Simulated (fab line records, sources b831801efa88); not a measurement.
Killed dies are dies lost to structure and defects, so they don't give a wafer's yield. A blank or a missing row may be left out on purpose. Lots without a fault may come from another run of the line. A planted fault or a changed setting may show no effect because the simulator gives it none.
fab line records | flow sky130
record lots=11 wafers=33 last_day=50
route steps=708 shown SONOS_ONO@171 GATE_OXIDE@200 LDD_P@259 LDD_HVN@276 PAD_OPEN@708
lots that met no fault: from a run of the same line without faults
start_h: hours from the record's first day to the start of the lot's first wafer shown | wait_h: hours since the lot's step before | " the same as in the row above | L1.1+2: a row that stands for several wafers | - no value, or no start given | * or withheld: withheld | < > ~ a bound
route shown NAME@n: a module of which the file shows steps, and the number in the route of the first | usual: mean/standard deviation of fault-free wafers | same: alike in all rows | chamber/n: place in a boat | sites: the reading at each site | _std_site: their standard deviation | _edge_site: outer sites' mean less inner sites' | radius_mm: how far each site lies from the wafer's centre | mask NAME#n: copy n | behind: the tool/chamber that last shaped the wafer | hold: why the lot was held/for how many hours/how that ended | device: the transistor (n, p or np) that didn't switch | end of line: the same wafers' tests at the end of the route | a step without rows: its recipe alone | killed: dies lost to structure and defects at the first sort, not the wafer's yield | map: a wafer's dies, x killed, . not, _ none there
set.NAME: the setting as run; set.NAME@STEP: as run at that earlier step | model.NAME: the simulator's own value behind a step, which no gauge read
steps of the route over a sample of lots; a table a step, a row a wafer
services: from which hour (start_h, from the record's first day; less than 0 if before it) a tool's chamber was out of use, for how many hours, and why
## steps
# step SKY_SONOS_ONO_THK_MEAS_03
# recipe reads=Si3N4_of_SONOS_ONO_CVD_02
# usual SONOS_ONO_CVD_02_THK=10.44/0.12
# columns lot.wafer tool chamber start_h wait_h SONOS_ONO_CVD_02_THK[nm]
L703.2 film_metro-02 - 251.40 0.0 10.39
L703.3 " - " " 10.46
L703.4 " - " " 10.37
L704.1 film_metro-03 - 259.83 0.0 10.42
L704.5 " - " " 10.52
L704.6 " - " " 10.42
L705.2 film_metro-04 - 278.23 0.0 10.41
L705.3 " - " " 10.24
L705.5 " - " " 10.35
L706.1 film_metro-02 - 283.92 0.0 10.51
L706.4 " - " " 10.55
L706.5 " - " " 10.37
L708.1 film_metro-02 - 295.20 0.0 10.53
L708.3 " - " " 10.46
L708.5 " - " " 10.42
L716.1 film_metro-03 - 359.06 0.0 10.46
L716.2 " - " " 10.65
L716.4 " - " " 10.55
L717.2 film_metro-03 - 368.39 0.0 10.49
L717.3 " - " " 10.41
L717.6 " - " " 10.62
L719.1 film_metro-04 - 391.94 0.0 10.58
L719.2 " - " " 10.49
L719.5 " - " " 10.60
L720.3 film_metro-02 - 391.96 0.0 10.36
L720.4 " - " " 10.48
L720.6 " - " " 10.36
L721.2 film_metro-04 - 399.78 0.0 10.41
L721.3 " - " " 10.47
L721.4 " - " " 10.31
L726.2 film_metro-02 - 437.24 0.0 10.22
L726.4 " - " " 10.19
L726.5 " - " " 10.31
# step SKY_GATE_OXIDE_STRIP_13
# recipe chemistry=O2/N2 power_w=1400 pressure_mtorr=1500 platen_temp_c=withheld o2_flow_sccm=3000 n2_flow_sccm=300 overash_fraction=0.5
# usual drypump_motor_current_A=5.51/0.23 n2_flow_sccm=299.9/0.94 oes_product_au=0.715/0.0048 strip_time_to_endpoint_s=14.30/0.033
# columns lot.wafer tool chamber start_h wait_h drypump_motor_current_A n2_flow_sccm oes_product_au rf_hours_counter_h strip_time_to_endpoint_s
L703.2 plasma_asher-03 0 305.17 0.0 5.27 299.1 0.718 46 14.31
L703.3 " 1 " " 5.77 299.2 0.718 - 14.30
L703.4 " 0 " " 5.25 299.8 0.712 - 14.31
L704.1 plasma_asher-01 0 314.91 0.0 5.57 300.3 0.720 21 14.26
L704.5 " 0 " " 5.57 299.9 0.711 - 14.29
L704.6 " 1 " " 5.47 299.6 0.718 - 14.29
L705.2 plasma_asher-02 0 332.95 0.0 5.75 300.7 0.708 61 14.32
L705.3 " 1 " " 5.21 299.2 0.711 - 14.35
L705.5 " 0 " " 5.73 301.0 0.718 - 14.33
L706.1 plasma_asher-02 0 338.07 0.0 5.77 299.9 0.701 62 14.29
L706.4 " 0 " " 5.77 299.5 0.719 - 14.24
L706.5 " 1 " " 5.26 301.7 0.720 - 14.31
L708.1 plasma_asher-03 0 351.68 0.0 5.29 299.6 0.720 51 14.32
L708.3 " 0 " " 5.27 299.7 0.719 - 14.34
L708.5 " 0 " " 5.26 299.8 0.715 - 14.36
L716.1 plasma_asher-01 0 420.21 0.0 5.56 300.2 0.717 31 14.32
L716.2 " 1 " " 5.45 298.5 0.725 31 14.32
L716.4 " 1 " " 5.46 298.7 0.713 - 14.32
L717.2 plasma_asher-03 0 431.05 0.0 5.25 301.1 0.714 59 14.27
L717.3 " 1 " " 5.77 300.0 0.718 - 14.28
L717.6 " 1 " " 5.79 298.6 0.708 - 14.28
L720.3 plasma_asher-03 0 455.73 0.0 5.25 300.4 0.715 - 14.29
L720.4 " 1 " " 5.78 299.6 0.722 - 14.30
L720.6 " 1 " " 5.77 300.9 0.727 - 14.32
L719.1 plasma_asher-01 0 457.27 0.0 5.57 301.4 0.714 35 14.36
L719.2 " 1 " " 5.46 300.1 0.716 35 14.36
L719.5 " 0 " " 5.56 300.7 0.718 - 14.36
L721.2 plasma_asher-03 1 464.22 0.0 5.73 300.9 0.712 62 14.25
L721.3 " 1 " " 5.78 299.6 0.712 - 14.26
L721.4 " 0 " " 5.26 299.4 0.712 - 14.29
L726.2 plasma_asher-02 1 503.75 0.0 5.24 298.6 0.715 78 14.29
L726.4 " 1 " " 5.23 298.6 0.705 - 14.27
L726.5 " 0 " " 5.78 298.8 0.707 - 14.32
# step SKY_LDD_P_EXPOSE_04
# recipe mask_id=PSDM na=0.6 source_shape=conventional sigma_outer=0.6 polarization=unpolarized target_cd_nm=380 dose_mj=138
# usual reticle_temp_C=23.00/0.096
# columns lot.wafer tool chamber start_h wait_h mask reticle_temp_C
L703.2 iline_stepper-01 0 412.27 - PSDM#0 23.01
L703.3 " 0 " " PSDM#0 22.89
L703.4 " 0 " " PSDM#0 22.99
L704.1 iline_stepper-01 0 430.76 - PSDM#0 23.18
L704.5 " 0 " " PSDM#0 23.18
L704.6 " 0 " " PSDM#0 23.05
L705.2 iline_stepper-02 0 446.07 - PSDM#0 23.03
L705.3 " 0 " " PSDM#0 22.97
L705.5 " 0 " " PSDM#0 22.86
L706.1 iline_stepper-02 0 451.63 - PSDM#0 23.13
L706.4 " 0 " " PSDM#0 23.18
L706.5 " 0 " " PSDM#0 23.15
L708.1 iline_stepper-02 0 466.65 - PSDM#0 22.89
L708.3 " 0 " " PSDM#0 22.97
L708.5 " 0 " " PSDM#0 22.90
L716.1 iline_stepper-01 0 536.22 - PSDM#0 23.02
L716.2 " 0 " " PSDM#0 23.05
L716.4 " 0 " " PSDM#0 23.06
L717.2 iline_stepper-02 0 549.40 - PSDM#0 22.94
L717.3 " 0 " " PSDM#0 22.89
L717.6 " 0 " " PSDM#0 22.97
L720.3 iline_stepper-02 0 570.94 - PSDM#0 23.00
L720.4 " 0 " " PSDM#0 22.98
L720.6 " 0 " " PSDM#0 23.11
L719.1 iline_stepper-02 0 572.98 - PSDM#0 22.98
L719.2 " 0 " " PSDM#0 23.07
L719.5 " 0 " " PSDM#0 22.84
L721.2 iline_stepper-02 0 580.13 - PSDM#0 23.01
L721.3 " 0 " " PSDM#0 23.03
L721.4 " 0 " " PSDM#0 22.94
L726.2 iline_stepper-02 0 618.95 - PSDM#0 23.13
L726.4 " 0 " " PSDM#0 23.25
L726.5 " 0 " " PSDM#0 23.07
# step SKY_LDD_P_OVL_MEAS_08
# usual LDD_P_OVL=0.0/1.2
# columns lot.wafer tool chamber start_h wait_h hold LDD_P_OVL[nm]
L703.2 overlay-02 - 426.74 0.1 - -1.9
L703.3 " - " " - 0.8
L703.4 " - " " - -0.7
L704.1 overlay-02 - 446.48 0.1 - -1.2
L704.5 " - " " - -0.6
L704.6 " - " " - 0.9
L705.2 overlay-02 - 461.44 0.1 - -0.8
L705.3 " - " " - 0.0
L705.5 " - " " - -0.5
L706.1 overlay-02 - 466.99 0.1 - -0.8
L706.4 " - " " - -0.6
L706.5 " - " " - 0.4
L708.1 overlay-02 - 481.19 0.1 - -0.2
L708.3 " - " " - 0.5
L708.5 " - " " - -0.1
L716.1 overlay-01 - 551.18 0.1 await_dispo/0.2h/release 5.5
L716.2 " - " " await_dispo/0.2h/release 4.3
L716.4 " - " " await_dispo/0.2h/release 3.8
L716.1 overlay-01 - 551.38 0.2 - 6.9
L716.2 " - " " - 4.8
L716.4 " - " " - 4.4
L717.2 overlay-02 - 564.75 0.1 - 0.6
L717.3 " - " " - -1.3
L717.6 " - " " - 1.0
L720.3 overlay-01 - 585.86 0.1 - 1.5
L720.4 " - " " - 0.5
L720.6 " - " " - 0.7
L719.1 overlay-01 - 588.10 0.1 - -2.2
L719.2 " - " " - -1.8
L719.5 " - " " - -2.5
L721.2 overlay-01 - 594.99 0.1 - -0.5
L721.3 " - " " - 2.1
L721.4 " - " " - -0.6
L726.2 overlay-01 - 633.14 0.1 - -2.0
L726.4 " - " " - 0.6
L726.5 " - " " - -1.1
# step SKY_LDD_HVN_STRIP_09
# recipe chemistry=O2/N2 power_w=1400 pressure_mtorr=1500 platen_temp_c=withheld o2_flow_sccm=3000 n2_flow_sccm=300 overash_fraction=0.5
# usual drypump_motor_current_A=5.58/0.23 n2_flow_sccm=300.1/0.84 oes_product_au=0.408/0.0049 strip_time_to_endpoint_s=4.139/0.015
# columns lot.wafer tool chamber start_h wait_h drypump_motor_current_A n2_flow_sccm oes_product_au rf_hours_counter_h strip_time_to_endpoint_s
L703.2 plasma_asher-04 1 458.10 0.1 5.97 299.0 0.417 2 4.130
L703.3 " 0 " " 5.69 299.2 0.407 - 4.114
L703.4 " 1 " " 5.95 300.5 0.405 - 4.163
L704.1 plasma_asher-01 0 478.17 0.1 5.59 300.0 0.412 37 4.178
L704.5 " 1 " " 5.46 298.4 0.406 - 4.167
L704.6 " 0 " " 5.57 300.4 0.401 - 4.143
L705.2 plasma_asher-02 1 493.12 0.1 5.26 300.8 0.400 77 4.171
L705.3 " 1 " " 5.23 301.3 0.414 - 4.143
L705.5 " 0 " " 5.74 298.2 0.413 - 4.116
L706.1 plasma_asher-01 0 498.52 0.1 5.57 300.5 0.403 39 4.139
L706.4 " 1 " " 5.46 299.2 0.414 - 4.143
L706.5 " 1 " " 5.44 301.3 0.411 - 4.128
L708.1 plasma_asher-01 0 512.34 0.1 5.59 300.4 0.401 41 4.167
L708.3 " 1 " " 5.46 299.8 0.403 - 4.141
L708.5 " 0 " " 5.58 300.8 0.403 - 4.136
L716.1 plasma_asher-01 1 582.36 0.1 5.46 301.7 0.405 48 4.163
L716.2 " 0 " " 5.56 301.1 0.405 48 4.143
L716.4 " 0 " " 5.56 301.3 0.401 - 4.142
L717.2 plasma_asher-04 0 595.92 0.1 5.68 300.1 0.410 16 4.115
L717.3 " 0 " " 5.67 301.1 0.406 - 4.146
L717.6 " 0 " " 5.68 299.6 0.410 - 4.159
L720.3 plasma_asher-02 0 615.60 0.1 5.76 300.7 0.410 - 4.136
L720.4 " 1 " " 5.25 299.8 0.407 - 4.125
L720.6 " 1 " " 5.26 299.9 0.399 - 4.145
L719.1 plasma_asher-01 0 618.06 0.1 5.60 300.5 0.406 52 4.134
L719.2 " 1 " " 5.47 299.8 0.412 52 4.148
L719.5 " 0 " " 5.60 300.2 0.413 - 4.152
L721.2 plasma_asher-01 1 624.47 0.1 5.46 300.3 0.408 52 4.116
L721.3 " 0 " " 5.56 300.6 0.400 - 4.120
L721.4 " 1 " " 5.45 299.7 0.400 - 4.152
L726.2 plasma_asher-04 0 662.54 0.1 5.66 300.2 0.406 22 4.131
L726.4 " 0 " " 5.67 299.2 0.409 - 4.142
L726.5 " 1 " " 5.95 300.1 0.406 - 4.152
# step SKY_PAD_OPEN_PROBE_99
# usual killed_at_M0_to_M3=42/7.5 killed_at_M4_up=3.2/1.7 killed_at_contacts=24/5.1 killed_at_front_end=15/4.1 killed_at_other=0.3/0.58 killed_dies=85/8.9 killed_open=46/6.4 killed_short=39/6
# same gross_dies=492 killed_at_back_side=0
# columns lot.wafer tool chamber start_h wait_h killed_at_M0_to_M3 killed_at_M4_up killed_at_contacts killed_at_front_end killed_at_other killed_dies killed_open killed_short
L704.1 prober-02 - 1086.59 0.1 49 3 28 15 0 95 47 47
L704.5 prober-02 - 1086.79 0.2 43 4 23 8 0 78 41 37
L704.6 prober-02 - 1086.84 0.2 40 5 24 13 1 83 39 44
L720.3 prober-01 - 1173.86 0.2 41 3 19 12 0 75 41 34
L720.4 prober-01 - 1173.91 0.2 41 2 19 12 0 74 46 28
L720.6 prober-01 - 1174.01 0.2 39 1 24 11 0 75 40 35
# killed by level:class
L704.1 VIA2:geometric_particle:open=12 VIA1:geometric_particle:open=9 CONTACT:geometric_particle:open=8 LI_CONTACT:geometric_particle:open=7 VIA1:geometric_particle:short=7 LOCAL_INTERCONNECT:geometric_particle:short=6 CONTACT:geometric_particle:short=6 METAL1:geometric_particle:short=6
L704.5 VIA2:geometric_particle:open=10 VIA1:geometric_particle:open=9 LOCAL_INTERCONNECT:geometric_particle:short=6 LI_CONTACT:geometric_particle:short=5 LI_CONTACT:geometric_particle:open=5 CONTACT:geometric_particle:open=5 METAL1:geometric_particle:short=5 METAL2:geometric_particle:short=5
L704.6 CONTACT:geometric_particle:open=9 METAL1:geometric_particle:short=7 VIA1:geometric_particle:open=7 VIA3:geometric_particle:open=6 FIELD_ISO:geometric_particle:short=5 METAL2:geometric_particle:short=5 METAL4:geometric_particle:short=5 LI_CONTACT:geometric_particle:open=4
L720.3 CONTACT:geometric_particle:open=9 VIA1:geometric_particle:open=8 VIA2:geometric_particle:open=7 LI_CONTACT:geometric_particle:open=5 VIA3:geometric_particle:short=5 VIA3:geometric_particle:open=4 METAL2:geometric_particle:short=4 VIA2:geometric_particle:short=4
L720.4 CONTACT:geometric_particle:open=9 VIA1:geometric_particle:open=8 VIA3:geometric_particle:open=7 VIA1:geometric_particle:short=6 LI_CONTACT:geometric_particle:open=5 METAL2:geometric_particle:short=4 VIA2:geometric_particle:open=4 POLY_GATE:geometric_particle:open=3
L720.6 CONTACT:geometric_particle:open=11 VIA1:geometric_particle:open=9 METAL1:geometric_particle:short=7 VIA1:geometric_particle:short=7 LOCAL_INTERCONNECT:geometric_particle:short=5 POLY_GATE:geometric_particle:short=4 LI_CONTACT:geometric_particle:open=4 VIA2:geometric_particle:open=4
## services
# columns tool chamber start_h hours kind
plasma_asher-02 - 284.48 5.2 repair
plasma_asher-03 - 342.79 1.5 repair
plasma_asher-04 - 349.62 0.7 repair
plasma_asher-04 - 358.22 2.4 repair
iline_stepper-02 - 364.35 1.7 pm
iline_stepper-01 - 368.02 1.7 pm
iline_stepper-01 - 391.75 2.1 pm
iline_stepper-02 - 409.68 2.7 repair
plasma_asher-04 - 421.25 9.0 pm
iline_stepper-01 - 422.34 2.0 repair
plasma_asher-04 - 432.81 1.9 repair
plasma_asher-03 - 447.78 2.5 repair
iline_stepper-01 - 448.95 22.1 repair
iline_stepper-02 0 460.22 - calibration
iline_stepper-01 - 471.06 8.9 pm
iline_stepper-02 - 562.55 3.8 repair
iline_stepper-02 - 582.53 1.7 pm
iline_stepper-01 - 586.20 1.7 pm
iline_stepper-02 - 587.97 2.1 pm
iline_stepper-02 - 590.05 - consumable_replace:lamp
iline_stepper-02 - 590.05 4.4 pm
iline_stepper-01 - 629.88 4.4 pm
iline_stepper-02 - 635.25 2.4 repair
plasma_asher-04 - 655.73 2.9 repair
## key
first_sign step=SKY_LDD_P_OVL_MEAS_08 reading=visit direction=added
effect none on later readings
met_at SKY_LDD_P_EXPOSE_04
struck_lots L716
tester_left_out L716
not_acting_at SKY_SONOS_ONO_THK_MEAS_03,SKY_GATE_OXIDE_STRIP_13,SKY_LDD_HVN_STRIP_09
onset_between 430.76 536.22
fault kind=scanner_matching_overlay tool=iline_stepper-01 chamber=- onset_h=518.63 steps=SKY_LDD_P_EXPOSE_04 offset=2.0162
# tester_left_out: of these lots the tester's yield and bins aren't shown, on N5 and GAA mostly nor the transistor test; their killed dies are dies lost to structure and defects alone, not to doping, threshold or leakage, so they don't give the yield
